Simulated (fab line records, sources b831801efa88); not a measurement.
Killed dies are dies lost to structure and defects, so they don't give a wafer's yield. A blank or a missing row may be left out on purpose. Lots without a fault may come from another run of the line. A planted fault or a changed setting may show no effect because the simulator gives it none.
Problem report in the 8D (eight disciplines) form, filled by code | flow gf180mcu | the parts of the form that need people (team, actions taken, sign-off) are left out

1. THE PROBLEM
run_length_s at GF_VT_IMPLANT_RTA_45 reads a mean of 55.8 s on 1 wafer of 1 lot; wafers without a fault read 58.6 s with a standard deviation of 0.7. That is -4.0 standard deviations from the usual mean.
The step: time 30 s.
First seen on wafer L565.3, day 11 05:11, on rtp_anneal-02. The record holds 34 wafers of 12 lots with a number at this step. Rule for "out", or "out of limits": more than 4 standard deviations from the usual mean. The other wafers with a number count as sound.

2. WHAT IT IS AND WHAT IT IS NOT
question                    | is                | is not
which readings at this step | run_length_s      | chamber_o2_ppm, lamp_power_pct, wafer_temp_C_max
which lots                  | L565              | L552, L554, L555, L556, L557, L559, L560, L561, L562, L569, L575
which wafers of those lots  | L565.3            | L565.5
read on which tools         | rtp_anneal-02     | rtp_anneal-01
when                        | from day 11 05:11 | up to then (28 sound wafers); but 5 sound wafers of L569, L575 came after

3. SUSPECTS, AND WHAT RULES EACH OUT
Counting: a tool at a process step up to the reading stays a suspect if it ran every lot that is out. Sound lots after the first of them don't rule it out here, since some wafers of a struck lot are sound.
- plasma_asher-04 at GF_VT_IMPLANT_STRIP_20 (strips in O2/N2): kept. It ran the lot that is out, L565 (day 9 17:11); its last sound lot up to then is L562 (day 8 21:00).
- plasma_asher-01 at GF_VT_IMPLANT_STRIP_31 (strips in O2/N2): kept. It ran the lot that is out, L565 (day 10 10:47); its last sound lot up to then is L561 (day 9 03:56).
- rtp_anneal-02 at GF_VT_IMPLANT_RTA_45 (time 30 s): kept. It ran the lot that is out, L565 (day 11 05:11); its last sound lot up to then is L562 (day 10 08:19). Its own readings are out on those wafers: run_length_s.
Left after counting: plasma_asher-04 at GF_VT_IMPLANT_STRIP_20, plasma_asher-01 at GF_VT_IMPLANT_STRIP_31, rtp_anneal-02 at GF_VT_IMPLANT_RTA_45.

4. THE CAUSE (what the simulator had put in)
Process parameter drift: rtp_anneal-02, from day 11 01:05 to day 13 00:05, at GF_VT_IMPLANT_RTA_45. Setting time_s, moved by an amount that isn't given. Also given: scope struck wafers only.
Counting left 3 suspects, and this tool is among them.

5. THE CHAIN OF EFFECTS, in route order
Each row: a reading whose mean over the struck wafers that have a number lies more than 3 standard deviations from the usual. Only readings for which the record gives a usual standard deviation are gone through. hours: the time from each lot's start at the first step in this table that gives one to its start at this step, as a median over the lots. sigmas: the change in usual standard deviations.
hours | step                 | reading      | usual  | on struck wafers | change | sigmas
0     | GF_VT_IMPLANT_RTA_45 | run_length_s | 58.6 s | 55.8             | -2.8   | -4.0
The process steps in it:
- GF_VT_IMPLANT_RTA_45: time 30 s.

6. WHAT WOULD HAVE CAUGHT IT SOONER
In this record the first reading out of limits was taken at day 11 05:11, 4 hours after the fault began at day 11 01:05.
